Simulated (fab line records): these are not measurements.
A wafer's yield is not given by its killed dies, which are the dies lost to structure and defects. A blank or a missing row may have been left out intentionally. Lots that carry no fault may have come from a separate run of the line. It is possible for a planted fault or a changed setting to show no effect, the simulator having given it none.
Chamber matching | flow gf180mcu | GF_V2_CMP_04 on cmp-02 has 4 sister chambers
The step polishes SiO2. 33 wafers are shown with their chamber, then 12 later ones without.

## EACH WAFER AND ITS CHAMBER
wafer  | chamber | motor current A (A) | time to endpoint s (s) | platen rpm (rpm)
L077.1 | 1       | 13.7                | 82                     | 59.99
L077.2 | 3       | 12.6                | 73                     | 59.93
L077.6 | 3       | 12.4                | 83                     | 59.94
L078.1 | 1       | 13.7                | 78                     | 59.98
L078.2 | 3       | 12.6                | 73                     | 59.99
L078.3 | 0       | 11.4                | 67                     | 60.04
L080.2 | 3       | 12.3                | 73                     | 60.06
L080.4 | 1       | 13.7                | 80                     | 60.07
L080.5 | 2       | 11.5                | 85                     | 60.00
L081.2 | 3       | 12.0                | 75                     | 59.93
L081.3 | 1       | 14.0                | 66                     | 60.00
L081.6 | 1       | 14.2                | 74                     | 60.04
L083.1 | 3       | 11.7                | 72                     | 60.07
L083.3 | 2       | 12.0                | 80                     | 59.93
L083.5 | 1       | 13.7                | 86                     | 60.00
L084.2 | 2       | 11.7                | 82                     | 60.04
L084.4 | 0       | 11.3                | 74                     | 60.00
L084.5 | 0       | 11.1                | 73                     | 59.98
L085.3 | 1       | 14.1                | 79                     | 59.96
L085.4 | 2       | 11.4                | 93                     | 59.92
L085.6 | 2       | 11.6                | 87                     | 60.01
L086.1 | 0       | 11.4                | 61                     | 59.98
L086.5 | 0       | 10.7                | 74                     | 60.01
L086.6 | 1       | 13.6                | 71                     | 60.01
L087.1 | 0       | 11.1                | 72                     | 59.97
L087.4 | 3       | 11.9                | 83                     | 59.99
L087.5 | 2       | 11.5                | 79                     | 60.00
L089.2 | 3       | 12.1                | 76                     | 59.89
L089.4 | 0       | 11.4                | 78                     | 59.98
L089.5 | 0       | 11.3                | 79                     | 59.99
L090.2 | 0       | 10.6                | 71                     | 60.01
L090.5 | 1       | 13.7                | 86                     | 59.97
L090.6 | 2       | 11.6                | 82                     | 59.96

SIGNATURES (means of the wafers above)
reading            | chamber 0 | chamber 1 | chamber 2 | chamber 3 | scatter within a chamber
motor current A    | 11.144    | 13.822    | 11.614    | 12.200    | 0.27
time to endpoint s | 72.11     | 78.00     | 84.00     | 76.00     | 5.51
platen rpm         | 59.9956   | 60.0022   | 59.9800   | 59.9750   | 0.0433
Rule: for each reading, subtract the chamber's mean from the wafer's reading, divide by that reading's scatter and square the result; add these up over the readings and take the root, which gives the wafer's distance from the chamber. The wafer belongs to the nearest chamber; if the next one is less than 2 further off, it can't be placed. The scatter: take each reading less its chamber's mean, square it, sum over the shown wafers, divide by the number of wafers less the number of chambers, and take the root.

## WAFERS WHOSE CHAMBER IS MISSING
wafer  | motor current A (A) | time to endpoint s (s) | platen rpm (rpm)
L093.4 | 11.1                | 69                     | 60.09
L093.5 | 11.9                | 81                     | 60.05
L093.6 | 14.1                | 77                     | 60.00
L095.2 | 10.6                | 81                     | 59.94
L095.3 | 11.8                | 78                     | 59.97
L095.4 | 12.1                | 88                     | 59.89
L096.2 | 14.0                | 80                     | 59.99
L096.4 | 11.4                | 85                     | 59.99
L096.6 | 13.3                | 97                     | 59.95
L097.2 | 11.3                | 91                     | 59.94
L097.5 | 13.4                | 90                     | 59.98
L097.6 | 11.1                | 75                     | 59.96

## EACH ONE'S CHAMBER
wafer  | from the rows above          | in truth
L093.4 | can't be placed: 0 or 2      | 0
L093.5 | can't be placed: 2 or 3 or 0 | 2
L093.6 | 1                            | 1
L095.2 | can't be placed: 0 or 2      | 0
L095.3 | can't be placed: 2 or 3 or 0 | 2
L095.4 | can't be placed: 2 or 3      | 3
L096.2 | 1                            | 1
L096.4 | can't be placed: 2 or 0      | 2
L096.6 | can't be placed: 1 or 3      | 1
L097.2 | can't be placed: 2 or 0      | 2
L097.5 | 1                            | 1
L097.6 | can't be placed: 0 or 2      | 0
3 of 12 placed correctly. Can't be placed from these rows: 9 (the true chamber is among the candidates in 9). Placed wrongly: 0.
